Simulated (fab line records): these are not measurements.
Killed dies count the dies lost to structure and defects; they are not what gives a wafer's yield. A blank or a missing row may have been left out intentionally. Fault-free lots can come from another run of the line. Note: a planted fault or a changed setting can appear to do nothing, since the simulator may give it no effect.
Split-lot experiment || flow gf180mcu || 23 wafers read from 5 lots, route of 602 steps

== ABOUT THE SPLIT ==
At GF_PASSIVATION_COAT_06 (resist thk 4000 nm), the setting spin-rpm was moved away from the recipe's 2000 rpm on 10 of the 23 wafers read, by -6.3% to +4.2%. This setting was run at the recipe's value on the other wafers.

The reading comes from the split's own step.

== THE READING ==
coat_of_PASSIVATION_COAT_06.thk-nm (the simulator's own value, which no gauge read), in nm, at GF_PASSIVATION_COAT_06 (resist thk 4000 nm). The file gives no usual value for it. Here, 13 wafers ran the recipe; their average is 4003 nm with a standard deviation of 12 nm.

{"wafer": "L074.1", "tool, chamber at the split": "litho-track-03, 0", "spin-rpm as run, rpm": 2000, "against the recipe": "recipe", "coat_of_PASSIVATION_COAT_06.thk-nm, nm": 4002, "against lot-mates on the recipe": "-"}
{"wafer": "L074.3", "tool, chamber at the split": "litho-track-03, 0", "spin-rpm as run, rpm": 2085, "against the recipe": "+4.2%", "coat_of_PASSIVATION_COAT_06.thk-nm, nm": 3923, "against lot-mates on the recipe": -78}
{"wafer": "L074.4", "tool, chamber at the split": "litho-track-03, 0", "spin-rpm as run, rpm": 2000, "against the recipe": "recipe", "coat_of_PASSIVATION_COAT_06.thk-nm, nm": 3999, "against lot-mates on the recipe": "-"}
{"wafer": "L074.5", "tool, chamber at the split": "litho-track-03, 0", "spin-rpm as run, rpm": 2085, "against the recipe": "+4.2%", "coat_of_PASSIVATION_COAT_06.thk-nm, nm": 3915, "against lot-mates on the recipe": -86}
{"wafer": "L074.6", "tool, chamber at the split": "litho-track-03, 0", "spin-rpm as run, rpm": 2085, "against the recipe": "+4.2%", "coat_of_PASSIVATION_COAT_06.thk-nm, nm": 3916, "against lot-mates on the recipe": -84}
{"wafer": "L076.1", "tool, chamber at the split": "litho-track-02, 0", "spin-rpm as run, rpm": 2000, "against the recipe": "recipe", "coat_of_PASSIVATION_COAT_06.thk-nm, nm": 4022, "against lot-mates on the recipe": "-"}
{"wafer": "L076.4", "tool, chamber at the split": "litho-track-02, 0", "spin-rpm as run, rpm": 2000, "against the recipe": "recipe", "coat_of_PASSIVATION_COAT_06.thk-nm, nm": 4015, "against lot-mates on the recipe": "-"}
{"wafer": "L076.5", "tool, chamber at the split": "litho-track-02, 0", "spin-rpm as run, rpm": 2000, "against the recipe": "recipe", "coat_of_PASSIVATION_COAT_06.thk-nm, nm": 4016, "against lot-mates on the recipe": "-"}
{"wafer": "L080.1", "tool, chamber at the split": "litho-track-03, 0", "spin-rpm as run, rpm": 2000, "against the recipe": "recipe", "coat_of_PASSIVATION_COAT_06.thk-nm, nm": 4018, "against lot-mates on the recipe": "-"}
{"wafer": "L080.2", "tool, chamber at the split": "litho-track-03, 0", "spin-rpm as run, rpm": 1874, "against the recipe": "-6.3%", "coat_of_PASSIVATION_COAT_06.thk-nm, nm": 4145, "against lot-mates on the recipe": "+135"}
{"wafer": "L080.4", "tool, chamber at the split": "litho-track-03, 0", "spin-rpm as run, rpm": 2000, "against the recipe": "recipe", "coat_of_PASSIVATION_COAT_06.thk-nm, nm": 4002, "against lot-mates on the recipe": "-"}
{"wafer": "L080.5", "tool, chamber at the split": "litho-track-03, 0", "spin-rpm as run, rpm": 2000, "against the recipe": "recipe", "coat_of_PASSIVATION_COAT_06.thk-nm, nm": 4009, "against lot-mates on the recipe": "-"}
{"wafer": "L080.6", "tool, chamber at the split": "litho-track-03, 0", "spin-rpm as run, rpm": 1874, "against the recipe": "-6.3%", "coat_of_PASSIVATION_COAT_06.thk-nm, nm": 4150, "against lot-mates on the recipe": "+140"}
{"wafer": "L083.1", "tool, chamber at the split": "litho-track-01, 0", "spin-rpm as run, rpm": 2000, "against the recipe": "recipe", "coat_of_PASSIVATION_COAT_06.thk-nm, nm": 3992, "against lot-mates on the recipe": "-"}
{"wafer": "L083.2", "tool, chamber at the split": "litho-track-01, 0", "spin-rpm as run, rpm": 2057, "against the recipe": "+2.8%", "coat_of_PASSIVATION_COAT_06.thk-nm, nm": 3955, "against lot-mates on the recipe": -45}
{"wafer": "L083.3", "tool, chamber at the split": "litho-track-01, 0", "spin-rpm as run, rpm": 2000, "against the recipe": "recipe", "coat_of_PASSIVATION_COAT_06.thk-nm, nm": 4008, "against lot-mates on the recipe": "-"}
{"wafer": "L083.4", "tool, chamber at the split": "litho-track-01, 0", "spin-rpm as run, rpm": 2057, "against the recipe": "+2.8%", "coat_of_PASSIVATION_COAT_06.thk-nm, nm": 3948, "against lot-mates on the recipe": -52}
{"wafer": "L083.6", "tool, chamber at the split": "litho-track-01, 0", "spin-rpm as run, rpm": 2057, "against the recipe": "+2.8%", "coat_of_PASSIVATION_COAT_06.thk-nm, nm": 3944, "against lot-mates on the recipe": -56}
{"wafer": "L085.1", "tool, chamber at the split": "litho-track-03, 0", "spin-rpm as run, rpm": 2000, "against the recipe": "recipe", "coat_of_PASSIVATION_COAT_06.thk-nm, nm": 3987, "against lot-mates on the recipe": "-"}
{"wafer": "L085.2", "tool, chamber at the split": "litho-track-03, 0", "spin-rpm as run, rpm": 2000, "against the recipe": "recipe", "coat_of_PASSIVATION_COAT_06.thk-nm, nm": 3992, "against lot-mates on the recipe": "-"}
{"wafer": "L085.4", "tool, chamber at the split": "litho-track-03, 0", "spin-rpm as run, rpm": 2062, "against the recipe": "+3.1%", "coat_of_PASSIVATION_COAT_06.thk-nm, nm": 3932, "against lot-mates on the recipe": -55}
{"wafer": "L085.5", "tool, chamber at the split": "litho-track-03, 0", "spin-rpm as run, rpm": 2062, "against the recipe": "+3.1%", "coat_of_PASSIVATION_COAT_06.thk-nm, nm": 3947, "against lot-mates on the recipe": -40}
{"wafer": "L085.6", "tool, chamber at the split": "litho-track-03, 0", "spin-rpm as run, rpm": 2000, "against the recipe": "recipe", "coat_of_PASSIVATION_COAT_06.thk-nm, nm": 3982, "against lot-mates on the recipe": "-"}

FIT RESULTS
A straight line over all 23 wafers: coat_of_PASSIVATION_COAT_06.thk-nm changes by -21.5 nm for each +1% of spin-rpm; r = -0.98; the points scatter about the line by 11 nm.
The same after taking each lot's own level away (the mean of its wafers on the recipe; 23 wafers): -20.2 nm for each +1%; r = -0.99; scatter 7.3 nm.
The reading moves by 1.3e+02 nm for the largest change in spin-rpm, on that fit.
From 3987.0 to 4017.7 nm: that is the span of the lots' own levels, equal to 2.5 times the standard deviation above.
So the lot-to-lot level changes the slope little: the two slopes agree.
Check: with one of the wafers moved furthest among these (-6.3%) left out of the fit, the line predicts +128 nm for it against its lot-mates. It came out at +135 nm against them.

== THESE WAFERS: OTHER SPLITS ==
Note: prior to the reading, these wafers also went through further splits. Each is held against what the fit with the lots' levels taken away leaves over:
{"other split on the same wafers": "GF_V4_CVD_00 sih4-flow-sccm", "wafers away from the commonest value": 12, "r with coat_of_PASSIVATION_COAT_06.thk-nm (lot level and that fit taken away)": "+0.33"}
{"other split on the same wafers": "GF_MIM_SPUTTER_02 time-s", "wafers away from the commonest value": 9, "r with coat_of_PASSIVATION_COAT_06.thk-nm (lot level and that fit taken away)": -0.14}
{"other split on the same wafers": "GF_MIM_COAT_14 resist-thk-nm", "wafers away from the commonest value": 7, "r with coat_of_PASSIVATION_COAT_06.thk-nm (lot level and that fit taken away)": "+0.16"}
{"other split on the same wafers": "GF_V5_CMP_04 leave-above-ref-nm", "wafers away from the commonest value": 7, "r with coat_of_PASSIVATION_COAT_06.thk-nm (lot level and that fit taken away)": -0.01}
{"other split on the same wafers": "GF_V5_CVD_23 pressure-torr", "wafers away from the commonest value": 18, "r with coat_of_PASSIVATION_COAT_06.thk-nm (lot level and that fit taken away)": "+0.15"}

== THE WHOLE CHAIN: every reading that the file lists as answering this split, in the file's order ==
{"step": "GF_PASSIVATION_COAT_06", "what it does": "resist thk 4000 nm", "reading": "coat_of_PASSIVATION_COAT_06.thk-nm (the simulator's own value, which no gauge read)", "change (the file's fit)": "-20 nm for each +1% of the setting", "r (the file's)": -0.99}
{"step": "GF_PASSIVATION_STRIP_12", "what it does": "strips in O2/N2", "reading": "strip-time-to-endpoint-s", "change (the file's fit)": "withheld for each +1% of the setting", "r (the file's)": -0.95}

== FILE'S OWN FIT ==
coat_of_PASSIVATION_COAT_06.thk-nm changes by -20 nm for each +1% of spin-rpm, r = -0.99.
